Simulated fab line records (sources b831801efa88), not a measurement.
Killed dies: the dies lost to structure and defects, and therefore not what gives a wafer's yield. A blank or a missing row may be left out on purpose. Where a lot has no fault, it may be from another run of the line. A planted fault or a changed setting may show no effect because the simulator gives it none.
fab line records	flow sky130
record: lots: 6	wafers: 18	lastDay: 50
route steps=708 shown RES_XHIGH@339 SD_N@342 SD_P@359 PAD_OPEN@708
lots untouched by any fault: they come from a run of this same line in which no faults occurred
startH: the number of hours between the record's first day and the start of the first shown wafer of the lot	waitH: time in hours since the lot's previous step	" the same as in the row above	L1.1+2: a single row standing in for several wafers	- either no value or no given start	* or withheld: withheld	< > ~ a bound
route shown NAME@n: names a module that has steps shown in the file, with the first one's number in the route	usual: average and standard deviation across the fault-free wafers	same: alike in all rows	chamber/n: place in a boat	sites: per-site readings	_std_site: standard deviation across them	_edge_site: mean of outer sites minus mean of inner sites	radiusMm: for every site, how far away it sits from the centre of the wafer	mask NAME#n: copy n	behind: the tool/chamber that last shaped the wafer	hold: what put the lot on hold/how long, in hours/how the hold closed	device: names the non-switching transistor (n, p or np)	end of line: the same wafers' tests at the end of the route	a step with no rows: only its recipe	killed: not the wafer's yield, but the dies lost to structure and defects at the first sort	map: a wafer's dies, x killed, . not, _ none there
set.NAME: the run value of the setting; set.NAME@STEP: its run value at that earlier step	model.NAME: the simulator's own value behind a step, which no gauge read
a table for each step, a row for each wafer; lots at some steps of the route
services: a tool's chamber out of use, with start hour (startH, from the record's first day; less than 0 if before it), hours out, and reason
== steps ==
step: SKY_RES_XHIGH_IMPLANT_07
recipe: species: BF2	energyKev: 20	doseCm2: 3.6e+14	tiltDeg: 0
step: SKY_RES_XHIGH_STRIP_08
recipe: chemistry: O2/N2	powerW: 1400	pressureMtorr: 1500	platenTempC: withheld	o2FlowSccm: 3000	n2FlowSccm: 300	overashFraction: 0.5
usual: drypumpMotorCurrentA: 5.7/0.6	o2FlowSccm: 3000/8.3	oesProductAu: 0.711/0.0049	stripTimeToEndpointS: 14.26/0.041
lot.wafer	tool	chamber	startH	waitH	drypumpMotorCurrentA	o2FlowSccm	oesProductAu	rfHoursCounterH	stripTimeToEndpointS
L736.3	plasmaAsher-03	0	624.38	0.1	5.6	2993	0.707	-	14.36
L736.5	"	0	"	"	5.6	2988	0.713	-	14.33
L736.6	"	1	"	"	5.5	3005	0.708	-	14.31
L738.2	plasmaAsher-04	0	639.58	0.1	4.7	3004	0.710	82	14.17
L738.5	"	1	"	"	5.4	2985	0.712	-	14.18
L738.6	"	0	"	"	4.7	3000	0.716	-	14.21
L740.2	plasmaAsher-02	0	656.49	0.1	6.6	3008	0.706	22	14.32
L740.4	"	0	"	"	6.6	2991	0.711	-	14.24
L740.5	"	0	"	"	6.6	2999	0.704	-	14.28
L741.2	plasmaAsher-02	1	672.04	0.1	6.1	3014	0.717	23	14.24
L741.4	"	1	"	"	6.1	3000	0.708	-	14.25
L741.6	"	0	"	"	6.6	3011	0.708	-	14.30
L749.3	plasmaAsher-02	1	737.37	0.1	6.1	3013	0.719	-	14.32
L749.5	"	0	"	"	6.6	3012	0.712	-	14.31
L749.6	"	1	"	"	6.1	3001	0.712	-	14.26
L757.1	plasmaAsher-02	1	792.39	0.1	6.0	3004	0.715	35	14.22
L757.3	"	0	"	"	6.6	3003	0.716	-	14.23
L757.5	"	0	"	"	6.6	3021	0.709	-	14.23
step: SKY_RES_XHIGH_TW_MEAS_09
usual: RES_XHIGH_TW: 1640/11
lot.wafer	tool	chamber	startH	waitH	RES_XHIGH_TW
L736.3	filmMetro-02	-	624.46	0.1	1662
L736.5	"	-	"	"	1652
L736.6	"	-	"	"	1662
L738.2	filmMetro-01	-	639.69	0.1	1641
L738.5	"	-	"	"	1634
L738.6	"	-	"	"	1638
L740.2	filmMetro-01	-	656.60	0.1	1627
L740.4	"	-	"	"	1621
L740.5	"	-	"	"	1625
L741.2	filmMetro-03	-	672.15	0.1	1649
L741.4	"	-	"	"	1647
L741.6	"	-	"	"	1645
L749.3	filmMetro-02	-	737.46	0.1	1638
L749.5	"	-	"	"	1632
L749.6	"	-	"	"	1635
L757.1	filmMetro-03	-	792.49	0.1	1656
L757.3	"	-	"	"	1647
L757.5	"	-	"	"	1659
step: SKY_SD_N_DEHYDRATE_00
recipe: tempC: 200	timeS: 60
step: SKY_SD_N_HMDS_01
recipe: primeTimeS: 60	primeTempC: 120
step: SKY_SD_N_COAT_02
recipe: resist: NOVOLAK	spinRpm: 3000	resistThkNm: 1140
step: SKY_SD_N_SOFTBAKE_03
recipe: tempC: 90	timeS: 60	resist: NOVOLAK
step: SKY_SD_N_EXPOSE_04
recipe: maskId: NSDM	na: 0.6	sourceShape: conventional	sigmaOuter: 0.6	polarization: unpolarized	targetCdNm: 380	doseMj: 141
step: SKY_SD_N_PEB_05
recipe: tempC: withheld	timeS: *	resist: NOVOLAK
step: SKY_SD_N_DEVELOP_06
recipe: resist: NOVOLAK	developer: TMAH	developTimeS: 60	devTempC: 23
step: SKY_SD_N_CD_MEAS_07
recipe: targetCdNm: 380
usual: cdNm: 380.3/2.4
lot.wafer	tool	chamber	startH	waitH	cdNm
L736.3	cdSem-01	-	652.93	0.1	379.5
L736.5	"	-	"	"	380.7
L736.6	"	-	"	"	380.4
L738.2	cdSem-01	-	668.16	0.1	379.6
L738.5	"	-	"	"	380.9
L738.6	"	-	"	"	378.4
L740.2	cdSem-01	-	684.20	0.1	379.4
L740.4	"	-	"	"	379.0
L740.5	"	-	"	"	378.1
L741.2	cdSem-02	-	700.00	0.1	379.2
L741.4	"	-	"	"	378.9
L741.6	"	-	"	"	379.0
L749.3	cdSem-01	-	762.83	0.1	379.4
L749.5	"	-	"	"	377.8
L749.6	"	-	"	"	376.8
L757.1	cdSem-02	-	817.93	0.1	377.9
L757.3	"	-	"	"	377.7
L757.5	"	-	"	"	380.0
step: SKY_SD_N_OVL_MEAS_08
usual: SD_N_OVL: 0.9/1.3
lot.wafer	tool	chamber	startH	waitH	SD_N_OVL[nm]
L736.3	overlay-01	-	653.02	0.1	-1.3
L736.5	"	-	"	"	0.0
L736.6	"	-	"	"	-0.5
L738.2	overlay-01	-	668.27	0.1	1.4
L738.5	"	-	"	"	2.0
L738.6	"	-	"	"	2.2
L740.2	overlay-01	-	684.31	0.1	2.4
L740.4	"	-	"	"	2.2
L740.5	"	-	"	"	2.3
L741.2	overlay-01	-	700.11	0.1	2.4
L741.4	"	-	"	"	1.8
L741.6	"	-	"	"	4.4
L749.3	overlay-01	-	762.93	0.1	-0.3
L749.5	"	-	"	"	-0.1
L749.6	"	-	"	"	0.3
L757.1	overlay-02	-	818.05	0.1	1.2
L757.3	"	-	"	"	0.4
L757.5	"	-	"	"	2.0
step: SKY_SD_N_IMPLANT_09
recipe: species: As	energyKev: 50	doseCm2: 4e+15	tiltDeg: 0
usual: doseIonsCm2: 3.999e+15/4.1e+12
lot.wafer	tool	chamber	startH	waitH	doseIonsCm2
L736.3	implanter-01	0	653.10	0.1	4.002e+15
L736.5	"	0	"	"	3.998e+15
L736.6	"	0	"	"	4.004e+15
L738.2	implanter-04	0	668.32	0.0	4.001e+15
L738.5	"	0	"	"	4.002e+15
L738.6	"	0	"	"	3.997e+15
L740.2	implanter-04	0	684.36	0.0	3.514e+15
L740.4	"	0	"	"	3.52e+15
L740.5	"	0	"	"	3.518e+15
L741.2	implanter-04	0	700.16	0.0	3.519e+15
L741.4	"	0	"	"	3.516e+15
L741.6	"	0	"	"	3.517e+15
L749.3	implanter-03	0	763.00	0.1	4e+15
L749.5	"	0	"	"	3.994e+15
L749.6	"	0	"	"	4.003e+15
L757.1	implanter-04	0	818.09	0.0	3.998e+15
L757.3	"	0	"	"	4e+15
L757.5	"	0	"	"	4.002e+15
step: SKY_SD_N_IMPLANT_10
recipe: species: P	energyKev: 20	doseCm2: 1e+14	tiltDeg: 0
step: SKY_SD_N_STRIP_11
recipe: chemistry: O2/N2	powerW: 1400	pressureMtorr: 1500	platenTempC: withheld	o2FlowSccm: 3000	n2FlowSccm: 300	overashFraction: 0.5
usual: drypumpMotorCurrentA: 5.8/0.54	o2FlowSccm: 2999/9.3	oesProductAu: 0.527/0.0041	stripTimeToEndpointS: 22.55/0.038
lot.wafer	tool	chamber	startH	waitH	drypumpMotorCurrentA	o2FlowSccm	oesProductAu	rfHoursCounterH	stripTimeToEndpointS
L736.3	plasmaAsher-01	1	653.38	0.1	5.6	3003	0.526	-	22.52
L736.5	"	1	"	"	5.6	3022	0.528	-	22.50
L736.6	"	0	"	"	5.9	3002	0.524	-	22.48
L738.2	plasmaAsher-02	0	668.60	0.1	6.6	2998	0.525	23	22.57
L738.5	"	0	"	"	6.6	3003	0.528	-	22.61
L738.6	"	1	"	"	6.1	2997	0.527	-	22.56
L740.2	plasmaAsher-01	1	684.64	0.1	5.7	2986	0.532	97	22.03
L740.4	"	1	"	"	5.6	2998	0.537	-	22.06
L740.5	"	1	"	"	5.6	3006	0.535	-	22.04
L741.2	plasmaAsher-01	1	700.44	0.1	5.7	3007	0.535	98	22.11
L741.4	"	0	"	"	5.8	2997	0.538	-	22.05
L741.6	"	0	"	"	5.8	3021	0.538	-	22.08
L749.3	plasmaAsher-01	1	763.28	0.1	5.7	2995	0.527	-	22.60
L749.5	"	0	"	"	5.8	2985	0.523	-	22.61
L749.6	"	1	"	"	5.6	3004	0.527	-	22.59
L757.1	plasmaAsher-02	0	818.39	0.1	6.6	2998	0.527	38	22.59
L757.3	"	1	"	"	6.1	2980	0.533	-	22.55
L757.5	"	0	"	"	6.6	2991	0.528	-	22.54
step: SKY_SD_N_TW_MEAS_12
usual: SD_N_TW: 3989/27
lot.wafer	tool	chamber	startH	waitH	SD_N_TW
L736.3	filmMetro-01	-	653.47	0.1	3961
L736.5	"	-	"	"	3962
L736.6	"	-	"	"	3972
L738.2	filmMetro-03	-	668.71	0.1	4007
L738.5	"	-	"	"	4020
L738.6	"	-	"	"	4001
L740.2	filmMetro-03	-	684.75	0.1	4005
L740.4	"	-	"	"	3980
L740.5	"	-	"	"	3990
L741.2	filmMetro-03	-	700.55	0.1	4000
L741.4	"	-	"	"	3993
L741.6	"	-	"	"	3970
L749.3	filmMetro-02	-	763.37	0.1	3975
L749.5	"	-	"	"	3992
L749.6	"	-	"	"	3981
L757.1	filmMetro-03	-	818.49	0.1	4031
L757.3	"	-	"	"	4035
L757.5	"	-	"	"	4016
step: SKY_SD_N_CLEAN_13
recipe: chemistry: SC1/SC2	mix: 1:4:20	tempC: 70	timeS: 150	dry: n2Spin
step: SKY_SD_N_RTA_14
recipe: tempC: 1075	timeS: 2	idleTempC: 650	rampUpCPerS: 150	rampDownCPerS: 90	ambient: N2
usual: lampPowerPct: 15.74/0.052	wafer_temp_C_max: 1077.9/1.2
lot.wafer	tool	chamber	startH	waitH	lampPowerPct	wafer_temp_C_max
L736.3	rtpAnneal-01	0	653.58	0.0	15.80	1075.2
L736.5	"	0	"	"	15.81	1076.9
L736.6	"	0	"	"	15.72	1076.5
L738.2	rtpAnneal-01	0	668.82	0.0	15.81	1078.6
L738.5	"	0	"	"	15.71	1078.9
L738.6	"	0	"	"	15.84	1077.6
L740.2	rtpAnneal-01	0	684.87	0.0	15.68	1077.1
L740.4	"	0	"	"	15.85	1078.3
L740.5	"	0	"	"	15.74	1078.1
L741.2	rtpAnneal-02	0	700.66	0.0	15.70	1079.3
L741.4	"	0	"	"	15.79	1077.5
L741.6	"	0	"	"	15.74	1078.7
L749.3	rtpAnneal-02	0	763.48	0.0	15.66	1077.2
L749.5	"	0	"	"	15.71	1076.8
L749.6	"	0	"	"	15.74	1079.3
L757.1	rtpAnneal-02	0	818.60	0.0	15.77	1079.3
L757.3	"	0	"	"	15.74	1078.3
L757.5	"	0	"	"	15.78	1075.8
step: SKY_SD_N_RS_MEAS_16
recipe: thkMeasGauge: four-point-probe
usual: SD_N_RS: 68.62/0.11
lot.wafer	tool	chamber	startH	waitH	hold	SD_N_RS[ohm/sq]
L736.3	filmMetro-02	-	653.77	0.1	-	68.65
L736.5	"	-	"	"	-	68.72
L736.6	"	-	"	"	-	68.64
L738.2	filmMetro-01	-	669.00	0.1	-	68.41
L738.5	"	-	"	"	-	68.72
L738.6	"	-	"	"	-	68.80
L740.2	filmMetro-01	-	685.10	0.1	awaitDispo/0.2h/release	69.84
L740.4	"	-	"	"	awaitDispo/0.2h/release	69.88
L740.5	"	-	"	"	awaitDispo/0.2h/release	69.82
L740.2	filmMetro-01	-	685.46	0.3	-	69.87
L740.4	"	-	"	"	-	69.80
L740.5	"	-	"	"	-	69.76
L741.2	filmMetro-03	-	700.84	0.1	awaitDispo/0.2h/release	69.85
L741.4	"	-	"	"	awaitDispo/0.2h/release	69.64
L741.6	"	-	"	"	awaitDispo/0.2h/release	69.79
L741.2	filmMetro-03	-	701.20	0.3	-	69.80
L741.4	"	-	"	"	-	69.62
L741.6	"	-	"	"	-	69.87
L749.3	filmMetro-01	-	763.67	0.1	-	68.55
L749.5	"	-	"	"	-	68.50
L749.6	"	-	"	"	-	68.57
L757.1	filmMetro-01	-	818.77	0.1	-	68.65
L757.3	"	-	"	"	-	68.64
L757.5	"	-	"	"	-	68.69
step: SKY_SD_N_RS_MEAS_17
recipe: thkMeasGauge: four-point-probe
usual: SD_P_RS: 147.3/0.36
lot.wafer	tool	chamber	startH	waitH	hold	SD_P_RS[ohm/sq]
L736.3	filmMetro-02	-	653.89	0.1	-	146.8
L736.5	"	-	"	"	-	147.1
L736.6	"	-	"	"	-	146.8
L738.2	filmMetro-01	-	669.12	0.1	-	147.0
L738.5	"	-	"	"	-	147.1
L738.6	"	-	"	"	-	147.2
L740.2	filmMetro-01	-	687.98	2.5	awaitDispo/2.4h/release	147.0
L740.4	"	-	"	"	awaitDispo/2.4h/release	147.3
L740.5	"	-	"	"	awaitDispo/2.4h/release	147.3
L741.2	filmMetro-03	-	703.36	2.1	awaitDispo/2.0h/release	147.1
L741.4	"	-	"	"	awaitDispo/2.0h/release	147.1
L741.6	"	-	"	"	awaitDispo/2.0h/release	147.1
L749.3	filmMetro-01	-	763.79	0.1	-	147.5
L749.5	"	-	"	"	-	147.0
L749.6	"	-	"	"	-	147.7
L757.1	filmMetro-01	-	818.89	0.1	-	147.2
L757.3	"	-	"	"	-	147.2
L757.5	"	-	"	"	-	147.4
step: SKY_PAD_OPEN_PROBE_99
usual: killed_at_M0_to_M3: 42/7.6	killed_at_M4_up: 2.9/1.7	killedAtContacts: 24/5.1	killedAtFrontEnd: 15/4	killedAtOther: 0.2/0.38	killedDies: 84/9.9	killedOpen: 46/7.2	killedShort: 38/6.6
same: grossDies: 492	killedAtBackSide: 0
lot.wafer	tool	chamber	startH	waitH	killed_at_M0_to_M3	killed_at_M4_up	killedAtContacts	killedAtFrontEnd	killedAtOther	killedDies	killedOpen	killedShort	model.etest.resNdiff.lineOhmUm	model.etest.resNdiffHv.rsOhmSq	model.etest.resNdiff.rsOhmSq
L736.3	prober-01	-	1084.90	0.2	37	1	25	23	0	86	48	38	769.5	112.5	118.9
L736.5	prober-01	-	1085.00	0.2	46	5	33	22	0	106	53	53	770.1	112.6	119.9
L736.6	prober-01	-	1085.05	0.2	26	1	21	18	1	67	42	25	769.7	112.7	119.7
L738.2	prober-01	-	1095.19	0.1	30	2	25	23	0	80	32	48	765.6	115.8	122.2
L738.5	prober-01	-	1095.34	0.2	33	3	26	12	0	74	43	31	771.3	116.4	122
L738.6	prober-01	-	1095.39	0.2	31	1	21	17	0	70	42	28	777	115.7	122.3
L740.2	prober-01	-	1106.84	0.1	40	3	20	17	0	80	34	46	771.1	118.7	124.3
L740.4	prober-01	-	1106.94	0.2	40	3	27	17	0	87	57	30	773	118.3	123.5
L740.5	prober-01	-	1106.99	0.2	62	4	18	10	0	94	46	48	780.1	118.6	124.3
L741.2	prober-02	-	1116.39	0.1	46	3	30	26	0	105	46	59	767.4	117.2	123.4
L741.4	prober-02	-	1116.49	0.2	36	7	32	18	0	93	50	43	785.1	117.3	124
L741.6	prober-02	-	1116.59	0.2	53	4	27	10	0	94	48	46	762.2	117.3	123.2
L749.3	prober-02	-	1158.55	0.2	51	3	25	11	1	91	51	40	782.8	116.1	122.6
L749.5	prober-02	-	1158.65	0.2	32	3	29	13	0	77	49	28	783.7	116.1	120.8
L749.6	prober-02	-	1158.70	0.2	39	1	26	13	0	79	51	28	769	116.1	122.5
L757.1	prober-02	-	1196.32	0.1	41	3	19	9	0	72	37	35	746.7	113.2	119.2
L757.3	prober-02	-	1196.42	0.2	40	3	28	17	0	88	46	42	764.6	113.2	119.1
L757.5	prober-02	-	1196.52	0.2	42	4	25	21	0	92	52	40	755.5	113.2	119.3
killed by level:class
L736.3 CONTACT:geometricParticle:open=9 METAL2:geometricParticle:short=9 FIELD_ISO:geometricParticle:open=7 VIA1:geometricParticle:short=6 POLY_GATE:geometricParticle:short=6 LI_CONTACT:geometricParticle:open=6 POLY_GATE:geometricParticle:open=5 LOCAL_INTERCONNECT:geometricParticle:short=5
L736.5 CONTACT:geometricParticle:open=12 VIA1:geometricParticle:open=10 LI_CONTACT:geometricParticle:open=9 METAL1:geometricParticle:short=7 METAL3:geometricParticle:short=7 VIA3:geometricParticle:open=6 FIELD_ISO:geometricParticle:open=5 VIA1:geometricParticle:short=5
L736.6 LI_CONTACT:geometricParticle:open=9 FIELD_ISO:geometricParticle:open=8 VIA1:geometricParticle:open=5 METAL2:geometricParticle:short=5 FIELD_ISO:geometricParticle:short=4 VIA2:geometricParticle:open=4 CONTACT:geometricParticle:open=4 VIA3:geometricParticle:open=4
L738.2 FIELD_ISO:geometricParticle:short=7 LOCAL_INTERCONNECT:geometricParticle:short=7 CONTACT:geometricParticle:open=7 POLY_GATE:geometricParticle:short=6 METAL1:geometricParticle:short=6 VIA3:geometricParticle:open=6 POLY_GATE:geometricParticle:open=5 LI_CONTACT:geometricParticle:open=5
L738.5 LI_CONTACT:geometricParticle:open=10 CONTACT:geometricParticle:open=10 VIA2:geometricParticle:open=7 METAL1:geometricParticle:short=5 FIELD_ISO:geometricParticle:short=4 VIA1:geometricParticle:open=4 METAL2:geometricParticle:short=4 VIA2:geometricParticle:short=4
L738.6 CONTACT:geometricParticle:open=11 VIA1:geometricParticle:open=7 POLY_GATE:geometricParticle:open=6 VIA1:geometricParticle:short=6 LI_CONTACT:geometricParticle:open=5 VIA3:geometricParticle:open=5 VIA2:geometricParticle:short=4 FIELD_ISO:geometricParticle:short=3
L740.2 LI_CONTACT:geometricParticle:open=6 CONTACT:geometricParticle:open=6 METAL1:geometricParticle:short=6 VIA2:geometricParticle:short=6 VIA3:geometricParticle:open=6 METAL2:geometricParticle:short=5 VIA2:geometricParticle:open=5 POLY_GATE:geometricParticle:short=4
L740.4 CONTACT:geometricParticle:open=14 LI_CONTACT:geometricParticle:open=10 VIA1:geometricParticle:open=10 VIA2:geometricParticle:open=7 METAL2:geometricParticle:short=5 VIA3:geometricParticle:short=5 VIA3:geometricParticle:open=4 METAL1:geometricParticle:short=4
L740.5 VIA3:geometricParticle:open=11 VIA1:geometricParticle:open=10 METAL1:geometricParticle:short=7 VIA1:geometricParticle:short=7 CONTACT:geometricParticle:open=6 VIA2:geometricParticle:short=6 VIA3:geometricParticle:short=5 LI_CONTACT:geometricParticle:open=4
L741.2 VIA1:geometricParticle:open=11 FIELD_ISO:geometricParticle:open=9 LOCAL_INTERCONNECT:geometricParticle:short=8 VIA1:geometricParticle:short=8 FIELD_ISO:geometricParticle:short=7 CONTACT:geometricParticle:open=7 METAL2:geometricParticle:short=7 VIA3:geometricParticle:open=6
L741.4 CONTACT:geometricParticle:open=13 VIA1:geometricParticle:open=7 CONTACT:geometricParticle:short=7 VIA3:geometricParticle:open=7 FIELD_ISO:geometricParticle:short=6 VIA3:geometricParticle:short=6 VIA2:geometricParticle:open=5 METAL4:geometricParticle:short=5
L741.6 CONTACT:geometricParticle:open=13 VIA1:geometricParticle:open=11 METAL2:geometricParticle:short=9 VIA3:geometricParticle:open=7 CONTACT:geometricParticle:short=6 VIA1:geometricParticle:short=5 VIA3:geometricParticle:short=5 LI_CONTACT:geometricParticle:short=4
L749.3 VIA1:geometricParticle:open=11 VIA2:geometricParticle:open=10 CONTACT:geometricParticle:open=7 CONTACT:geometricParticle:short=7 LI_CONTACT:geometricParticle:open=6 METAL1:geometricParticle:short=6 VIA3:geometricParticle:open=6 LOCAL_INTERCONNECT:geometricParticle:short=5
L749.5 LI_CONTACT:geometricParticle:open=10 CONTACT:geometricParticle:open=9 VIA2:geometricParticle:open=9 POLY_GATE:geometricParticle:short=6 VIA1:geometricParticle:open=5 METAL2:geometricParticle:short=5 CONTACT:geometricParticle:short=4 POLY_GATE:geometricParticle:open=3
L749.6 LI_CONTACT:geometricParticle:open=10 VIA2:geometricParticle:open=10 CONTACT:geometricParticle:open=9 FIELD_ISO:geometricParticle:short=6 VIA1:geometricParticle:open=6 METAL1:geometricParticle:short=4 VIA1:geometricParticle:short=3 VIA3:geometricParticle:short=3
L757.1 VIA1:geometricParticle:open=8 LI_CONTACT:geometricParticle:open=7 CONTACT:geometricParticle:open=7 METAL1:geometricParticle:short=7 VIA3:geometricParticle:open=5 METAL3:geometricParticle:short=5 METAL2:geometricParticle:short=4 FIELD_ISO:geometricParticle:short=3
L757.3 CONTACT:geometricParticle:open=12 METAL2:geometricParticle:short=7 VIA1:geometricParticle:open=7 METAL1:geometricParticle:short=7 FIELD_ISO:geometricParticle:short=6 LI_CONTACT:geometricParticle:open=6 VIA3:geometricParticle:open=5 POLY_GATE:geometricParticle:short=4
L757.5 LI_CONTACT:geometricParticle:open=10 VIA1:geometricParticle:open=10 METAL2:geometricParticle:short=8 CONTACT:geometricParticle:open=7 POLY_GATE:geometricParticle:short=6 VIA2:geometricParticle:open=6 VIA3:geometricParticle:open=5 VIA1:geometricParticle:short=5
== services ==
tool	chamber	startH	hours	kind
implanter-04	-	601.22	1.1	repair
plasmaAsher-04	-	604.35	3.9	repair
implanter-01	-	610.13	3.6	pm
rtpAnneal-01	-	633.70	4.2	pm
plasmaAsher-04	-	676.84	2.6	repair
plasmaAsher-02	-	686.47	2.8	pm
implanter-04	-	694.39	2.3	repair
implanter-04	-	710.56	2.1	repair
implanter-04	-	725.35	2.3	repair
plasmaAsher-01	-	733.75	9.0	pm
plasmaAsher-01	0	733.75	9.0	ventCycle
plasmaAsher-01	1	733.75	9.0	ventCycle
plasmaAsher-01	0	742.75	-	clean
plasmaAsher-01	1	742.75	-	clean
implanter-04	-	746.95	2.8	repair
implanter-03	-	766.53	0.5	repair
implanter-03	-	772.76	5.6	pm
implanter-04	-	814.13	2.6	pm
== key ==
firstSign: step: SKY_SD_N_IMPLANT_09	reading: doseIonsCm2	direction: down	sigmas: 99+	usual: *	struck: *
effect: step: SKY_SD_N_STRIP_11	reading: stripTimeToEndpointS	direction: down	sigmas: 13	usual: *	struck: *
effect: step: SKY_SD_N_RS_MEAS_16	reading: visit	direction: added
effect: step: SKY_SD_N_RS_MEAS_16	reading: SD_N_RS	direction: up	sigmas: 11	usual: 68.62	struck: 69.80
modelEffect: step: SKY_PAD_OPEN_PROBE_99	value: etest.resNdiff.lineOhmUm	without: 751.1	struck: 773.2
metAt SKY_SD_N_IMPLANT_09
struckWafers L740.2,L740.4,L740.5,L741.2,L741.4,L741.6
testerLeftOut L740,L741
onsetBetween 668.32 684.36
fault: kind: processParameterDrift	tool: implanter-04	chamber: -	onsetH: 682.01	steps: SKY_SD_N_IMPLANT_09	channel: doseCm2	offset: *	shape: step	endH: 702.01	actsIn: *	stated: *
testerLeftOut: of these lots the tester's yield and bins aren't shown, on N5 and GAA mostly nor the transistor test; their killed dies are dies lost to structure and defects alone, not to doping, threshold or leakage, so they don't give the yield
